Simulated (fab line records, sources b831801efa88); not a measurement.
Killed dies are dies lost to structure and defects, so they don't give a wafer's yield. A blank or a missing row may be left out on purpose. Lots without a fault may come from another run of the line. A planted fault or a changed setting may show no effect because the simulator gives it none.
Chamber matching | flow gf180mcu | GF_V2_CMP_26 on cmp-01: 4 sister chambers
The step polishes, stops on SiO2, t overpolish 15 s, target thk 0 nm. 8 wafers are shown with their chamber, then 7 later ones without.

WAFERS WITH THEIR CHAMBER
wafer  | chamber | time_to_endpoint_s (s) | edge_zone_pressure_frac
L186.2 | 3       | 88.0                   | 0.995
L186.4 | 1       | 83.9                   | 1.006
L190.5 | 2       | 83.9                   | 0.993
L195.1 | 1       | 80.3                   | 1.002
L195.2 | 2       | 79.1                   | 0.996
L195.5 | 3       | 85.1                   | 0.999
L196.3 | 0       | 87.9                   | 1.007
L196.5 | 0       | 90.0                   | 0.997

WAFERS WITHOUT THEIR CHAMBER
wafer  | time_to_endpoint_s (s) | edge_zone_pressure_frac
L196.6 | 85.7                   | 1.004
L203.1 | 90.6                   | 1.003
L203.4 | 87.0                   | 1.000
L203.5 | 84.0                   | 1.002
L205.1 | 80.0                   | 0.991
L205.4 | 79.2                   | 0.996
L205.6 | 84.1                   | 0.999

WHICH CHAMBER EACH WENT THROUGH
wafer  | from the rows above               | in truth
L196.6 | can't be placed: 0 or 1 or 3 or 2 | 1
L203.1 | can't be placed: 0 or 3           | 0
L203.4 | can't be placed: 3 or 0 or 1 or 2 | 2
L203.5 | can't be placed: 1 or 3 or 0 or 2 | 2
L205.1 | can't be placed: 2 or 3           | 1
L205.4 | can't be placed: 2 or 1 or 3      | 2
L205.6 | can't be placed: 3 or 1 or 2 or 0 | 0
Placed correctly: 0 of 7. Can't be placed from these rows: 7 (the true chamber is among the candidates in 6). Placed wrongly: 0.
How it was worked out, from the rows above alone: a wafer's distance from a chamber is the root of the sum, over the readings, of the square of ((its reading less the chamber's mean) divided by the reading's scatter). The wafer belongs to the nearest chamber; if the next one is less than 2 further off, it can't be placed. A chamber's mean is the mean of its shown wafers. The scatter: the root of (the sum of the squares of (reading less its chamber's mean) over the shown wafers, divided by (wafers less chambers)).
